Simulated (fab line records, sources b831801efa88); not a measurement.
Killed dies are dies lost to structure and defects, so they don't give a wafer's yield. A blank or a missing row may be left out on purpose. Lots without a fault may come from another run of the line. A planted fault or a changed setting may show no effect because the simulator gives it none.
Chamber matching | flow sky130 | SKY_VIA1_CMP_24 on cmp-02: 4 sister chambers
The step polishes, stops on SiO2, t overpolish 15 s, target thk 0 nm. 8 wafers are shown with their chamber, then 7 later ones without.

WAFERS WITH THEIR CHAMBER
wafer  | chamber | time_to_endpoint_s (s) | motor_current_A (A)
L735.1 | 1       | 72                     | 10.8
L737.3 | 2       | 67                     | 11.7
L737.6 | 3       | 69                     | 12.0
L738.1 | 2       | 63                     | 11.8
L738.2 | 0       | 68                     | 11.9
L738.3 | 3       | 63                     | 11.4
L739.1 | 1       | 72                     | 11.0
L739.4 | 0       | 71                     | 10.9

WAFERS WITHOUT THEIR CHAMBER
wafer  | time_to_endpoint_s (s) | motor_current_A (A)
L739.6 | 64                     | 12.2
L750.1 | 61                     | 11.7
L750.4 | 70                     | 10.8
L750.6 | 70                     | 11.6
L752.1 | 67                     | 11.1
L752.2 | 62                     | 11.6
L752.4 | 65                     | 11.7

WHICH CHAMBER EACH WENT THROUGH
wafer  | from the rows above               | in truth
L739.6 | can't be placed: 2 or 3 or 0      | 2
L750.1 | can't be placed: 2 or 3 or 0      | 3
L750.4 | can't be placed: 1 or 0 or 3      | 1
L750.6 | can't be placed: 0 or 3 or 1 or 2 | 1
L752.1 | can't be placed: 0 or 3 or 2 or 1 | 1
L752.2 | can't be placed: 2 or 3 or 0      | 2
L752.4 | can't be placed: 2 or 3 or 0      | 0
Placed correctly: 0 of 7. Can't be placed from these rows: 7 (the true chamber is among the candidates in 7). Placed wrongly: 0.
How it was worked out, from the rows above alone: a wafer's distance from a chamber is the root of the sum, over the readings, of the square of ((its reading less the chamber's mean) divided by the reading's scatter). The wafer belongs to the nearest chamber; if the next one is less than 2 further off, it can't be placed. A chamber's mean is the mean of its shown wafers. The scatter: the root of (the sum of the squares of (reading less its chamber's mean) over the shown wafers, divided by (wafers less chambers)).
